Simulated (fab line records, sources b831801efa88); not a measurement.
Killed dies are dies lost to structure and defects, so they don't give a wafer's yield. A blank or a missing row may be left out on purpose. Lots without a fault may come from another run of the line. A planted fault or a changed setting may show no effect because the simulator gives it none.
Which tool did it? | flow gf180mcu | 12 lots, 36 wafers sampled, at 4 steps of a route of 602

WHAT THE GAUGES READ, wafer by wafer
GF_V3_THK_MEAS_25: measures by xrf.
lot  | measured     | on            | V3_W_THK (nm)
L075 | day 22 18:40 | film_metro-04 | 342 341 345
L077 | day 23 16:03 | film_metro-04 | 334 334 343
L079 | day 24 10:52 | film_metro-03 | 337 336 342
L081 | day 25 10:06 | film_metro-03 | 344 344 347
L083 | day 25 19:20 | film_metro-03 | 346 345 345
L085 | day 26 13:18 | film_metro-04 | 336 338 335
L087 | day 26 23:43 | film_metro-03 | 347 345 352
L089 | day 27 12:59 | film_metro-04 | 344 344 335
L091 | day 28 05:53 | film_metro-02 | 332 333 333
L093 | day 28 15:22 | film_metro-02 | 337 343 343
L095 | day 29 07:31 | film_metro-03 | 347 348 345
L097 | day 29 19:22 | film_metro-02 | 332 335 334

WHICH TOOL RAN EACH LOT (tool, then ch and the chambers of the sampled wafers, then the start)
lot  | GF_V1_SPUTTER_22             | GF_M2_SPUTTER_02             | GF_M2_STRIP_17
L075 | pvd_sputter-03, day 18 11:06 | pvd_sputter-04, day 18 11:52 | plasma_asher-04 ch 0,1, day 19 12:28
L077 | pvd_sputter-03, day 19 09:46 | pvd_sputter-01, day 19 10:32 | plasma_asher-02 ch 0,1, day 20 11:20
L079 | pvd_sputter-04, day 20 06:38 | pvd_sputter-01, day 20 07:23 | plasma_asher-04 ch 0,1, day 21 07:35
L081 | pvd_sputter-02, day 21 07:50 | pvd_sputter-04, day 21 08:35 | plasma_asher-03 ch 0,1, day 22 08:20
L083 | pvd_sputter-04, day 21 18:52 | pvd_sputter-03, day 21 19:37 | plasma_asher-04 ch 0, day 22 19:37
L085 | pvd_sputter-03, day 22 14:30 | pvd_sputter-04, day 22 15:16 | plasma_asher-04 ch 0,1, day 23 14:49
L087 | pvd_sputter-02, day 23 02:58 | pvd_sputter-01, day 23 03:44 | plasma_asher-04 ch 0,1, day 24 02:48
L089 | pvd_sputter-02, day 23 16:45 | pvd_sputter-04, day 23 17:31 | plasma_asher-03 ch 0,1, day 24 16:16
L091 | pvd_sputter-02, day 24 11:40 | pvd_sputter-03, day 24 12:26 | plasma_asher-02 ch 0,1, day 25 10:53
L093 | pvd_sputter-03, day 24 23:00 | pvd_sputter-01, day 24 23:46 | plasma_asher-04 ch 0,1, day 25 21:13
L095 | pvd_sputter-03, day 25 16:23 | pvd_sputter-04, day 25 17:16 | plasma_asher-04 ch 0,1, day 26 15:08
L097 | pvd_sputter-03, day 26 05:37 | pvd_sputter-04, day 26 06:38 | plasma_asher-03 ch 1, day 27 02:49
- GF_V1_SPUTTER_22: material TiN, target thk 10 nm, time 40 s.
- GF_M2_SPUTTER_02: material AlCu, target thk 450 nm, time 23.9 s.
- GF_M2_STRIP_17: strips in O2/N2.

THE ANSWER, worked out from the rows above alone
Rule: what is usual is taken from the lots themselves. Put in order of their means at a reading, lots are off if they are a third of the lots or fewer, leave a main group of 4 or more, and stand apart from it by a gap of 3 or more times the standard deviation of the main group's means; of several such gaps the widest counts. A main group whose means are all the same, to the digits that the tables above print for the reading, isn't used. A lot without any number at a reading at which 4 lots or more have one is off too. The other lots that the step has rows for count as sound.
No lot is off at any reading shown: from this, nothing can be told.

WHAT THE SIMULATOR HAD PUT IN
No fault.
